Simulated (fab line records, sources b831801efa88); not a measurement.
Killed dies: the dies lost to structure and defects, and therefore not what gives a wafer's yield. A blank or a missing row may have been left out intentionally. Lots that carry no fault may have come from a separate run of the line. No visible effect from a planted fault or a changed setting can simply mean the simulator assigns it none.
Chamber matching | flow gf180mcu | GF_STI_ETCH_14 on rie si-02 has 4 sister chambers
The step etches Si in HBr/Cl2/O2, target depth 360 nm, time 102.9 s. 8 wafers are shown with their chamber, then 10 later ones without.

== WAFERS PAIRED WITH THEIR CHAMBERS ==
wafer  | chamber | drypump motor current A (A) | throttle valve pct (%)
L471.1 | 3       | 5.1                         | 25.661
L472.1 | 0       | 5.5                         | 25.653
L473.4 | 2       | 6.3                         | 25.643
L473.5 | 3       | 5.1                         | 25.656
L480.3 | 2       | 6.3                         | 25.652
L480.4 | 1       | 6.6                         | 25.659
L482.4 | 1       | 6.7                         | 25.669
L482.5 | 0       | 5.5                         | 25.637

== WAFERS WHOSE CHAMBER IS MISSING ==
wafer  | drypump motor current A (A) | throttle valve pct (%)
L482.6 | 6.3                         | 25.641
L483.1 | 6.3                         | 25.671
L483.3 | 5.5                         | 25.659
L483.4 | 6.7                         | 25.656
L484.1 | 6.6                         | 25.653
L484.2 | 6.3                         | 25.654
L484.4 | 6.3                         | 25.654
L485.4 | 5.5                         | 25.665
L485.5 | 5.1                         | 25.656
L485.6 | 5.5                         | 25.646

== WHICH CHAMBER EACH WENT THROUGH ==
wafer  | from the rows above | in truth
L482.6 | 2                   | 2
L483.1 | 2                   | 2
L483.3 | 0                   | 0
L483.4 | 1                   | 1
L484.1 | 1                   | 1
L484.2 | 2                   | 2
L484.4 | 2                   | 2
L485.4 | 0                   | 0
L485.5 | 3                   | 3
L485.6 | 0                   | 0
Correct placement for 10 of the 10. Not placeable from these rows: 0. Placed wrongly: 0.
How it was worked out, from the rows above alone: a wafer's distance from a chamber is the root of the sum, over the readings, of the square of ((its reading less the chamber's mean) divided by the reading's scatter). If the next closest chamber is less than 2 further off than the closest, the wafer can't be placed; otherwise it belongs to the closest. For every chamber, the mean is computed from those of its wafers that are shown. The scatter: the root of (the sum of the squares of (reading less its chamber's mean) over the shown wafers, divided by (wafers less chambers)).
